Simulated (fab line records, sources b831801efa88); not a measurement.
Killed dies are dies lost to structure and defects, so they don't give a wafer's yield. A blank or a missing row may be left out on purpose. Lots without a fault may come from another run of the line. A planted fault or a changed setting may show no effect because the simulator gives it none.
A struck lot beside a sound one | flow sfq_line | 24 steps out of a route of 325
Sound: wafers L105.1, L105.2, L105.4. Struck: wafers L995.1, L995.2, L995.5. The cause comes at the end.
At each step with rows: each side's tool, then ch and its chambers, then its first start. Under that, the readings that differ: sound wafers | struck wafers | difference of the means | sigmas: that difference in standard deviations of wafers without a fault.
alike: readings whose means differ by less than 2 such deviations, and words and numbers that are the same on both sides. not compared: withheld readings, readings that some wafer has no value for, bounds like >300 that may hide the same value, and numbers for which the record gives no deviation and whose values overlap.
The two part at a step that has a row with sigmas, a row that says differs or no value, or rows on one side only. Numbers that don't overlap but have no deviation are shown without sigmas and don't part them. A reading that every wafer of one side lacks parts them only if that side has two wafers or more.

first, 6 steps without rows for these wafers: SFQ_TRILAYER_I3_VIA_LITHO_COAT_090 (resist thk 62 nm); SFQ_TRILAYER_I3_VIA_LITHO_COAT_085 (resist thk 650 nm); SFQ_TRILAYER_I3_VIA_LITHO_SOFTBAKE_089; SFQ_TRILAYER_I3_VIA_LITHO_EXPOSE_086 (exposes mask I3, target cd 500 nm); SFQ_TRILAYER_I3_VIA_LITHO_PEB_088 (peb time 60 s); SFQ_TRILAYER_I3_VIA_LITHO_DEVELOP_087 (time 60 s).
SFQ_I3_OVL_MEAS_923:
  sound on overlay-02, day 51 07:27; struck on overlay-01, day 46 22:25
  alike: I3_OVL
SFQ_TRILAYER_I3_VIA_BARC_OPEN_VIA_ETCH_121: etches BARC in O2, target depth 125 nm, time 41.7 s.
  sound on rie_diel-03 ch 0,1,2, day 51 07:29; struck on rie_diel-03 ch 0,1,3, day 46 22:28
  alike: drypump_motor_current_A, oes_product_au
  not compared: rf_hours_counter_h
SFQ_TRILAYER_I3_VIA_ETCH_VIA_ETCH_088: etches SiO2 in CHF3, stops on Nb, target depth 260 nm.
  sound on rie_diel-03 ch 0,1,2, day 51 07:32; struck on rie_diel-03 ch 0,1,3, day 46 22:30
  alike: drypump_motor_current_A, oes_product_au
SFQ_TRILAYER_I3_VIA_STRIP_STRIP_089: strips in O2.
  sound on rie_metal-01 ch 0,1, day 51 07:38; struck on rie_metal-02 ch 0,1, day 46 22:37
  reading               | sound             | struck            | difference | sigmas
  oes_product_au (a.u.) | 1.013 1.014 1.011 | 0.987 0.994 0.987 | -0.023     | -3
  alike: drypump_motor_current_A
  not compared: rf_hours_counter_h
then, 2 steps without rows for these wafers: SFQ_TRILAYER_I3_VIA_STRIP_SOLV_CLEAN_090 (cleans in NMP, time 600 s); SFQ_TRILAYER_M4_DEP_PRE_CLEAN_092 (time 22.5 s).
SFQ_TRILAYER_M4_DEP_SPUTTER_091: material Nb, target thk 200 nm, time 133.3 s.
  sound on pvd_sputter-05, day 51 08:27; struck on pvd_sputter-03, day 46 23:40
  alike: base_pressure_pa, throttle_valve_pct
SFQ_M4_RS_MEAS_924: measures by four-point-probe.
  sound on film_metro-01, day 51 08:32; struck on film_metro-01, day 46 23:46
  reading           | sound             | struck            | difference | sigmas
  M4_NB_RS (ohm/sq) | 0.891 0.898 0.878 | 0.437 0.442 0.436 | -0.451     | -41
then, 6 steps without rows for these wafers: SFQ_TRILAYER_M4_LITHO_COAT_098 (resist thk 62 nm); SFQ_TRILAYER_M4_LITHO_COAT_093 (resist thk 600 nm); SFQ_TRILAYER_M4_LITHO_SOFTBAKE_097; SFQ_TRILAYER_M4_LITHO_EXPOSE_094 (exposes mask M4, target cd 500 nm); SFQ_TRILAYER_M4_LITHO_PEB_096 (peb time 60 s); SFQ_TRILAYER_M4_LITHO_DEVELOP_095 (time 60 s).
-- the record jumps here: 4 days lie between the struck wafers' starts before and after --
SFQ_M4_OVL_MEAS_926:
  sound on overlay-02, day 55 18:20; struck on overlay-02, day 50 22:20
  alike: M4_OVL
SFQ_TRILAYER_M4_BARC_OPEN_METAL_ETCH_123: etches BARC in O2, target depth 125 nm, time 41.7 s.
  sound on rie_metal-02 ch 0,1, day 55 18:22; struck on rie_metal-03 ch 0,1, day 50 22:22
  alike: drypump_motor_current_A, oes_product_au
  not compared: rf_hours_counter_h
SFQ_TRILAYER_M4_ETCH_METAL_ETCH_096: etches Nb in Cl2/Ar, stops on SiO2, target depth 240 nm, time 120 s.
  sound on rie_metal-02 ch 0,1, day 55 18:26; struck on rie_metal-03 ch 0,1, day 50 22:25
  reading                        | sound             | struck            | difference | sigmas
  oes_product_au (a.u.)          | 0.890 0.893 0.896 | 0.999 0.992 1.014 | +0.109     | +14
  model.etch.depth_nm (nm)       | 199.9 198.1 203   | 242.1 237 242.5   | +40.2      |
  model.M4.feature_depth_nm (nm) | 199.9 198.1 203   | 242.1 237 242.5   | +40.2      |
  alike: drypump_motor_current_A
  not compared: rf_hours_counter_h
SFQ_TRILAYER_M4_STRIP_STRIP_097: strips in O2.
  sound on rie_metal-02 ch 0,1, day 55 18:34; struck on rie_metal-03 ch 0,1, day 50 22:33
  alike: drypump_motor_current_A, oes_product_au
  not compared: rf_hours_counter_h

WHERE THEY PART
First at SFQ_TRILAYER_I3_VIA_STRIP_STRIP_089; last, within this record, at SFQ_TRILAYER_M4_ETCH_METAL_ETCH_096. Later steps at which nothing parts them and some readings are alike: SFQ_TRILAYER_M4_STRIP_STRIP_097.

WHY: what the simulator had put in
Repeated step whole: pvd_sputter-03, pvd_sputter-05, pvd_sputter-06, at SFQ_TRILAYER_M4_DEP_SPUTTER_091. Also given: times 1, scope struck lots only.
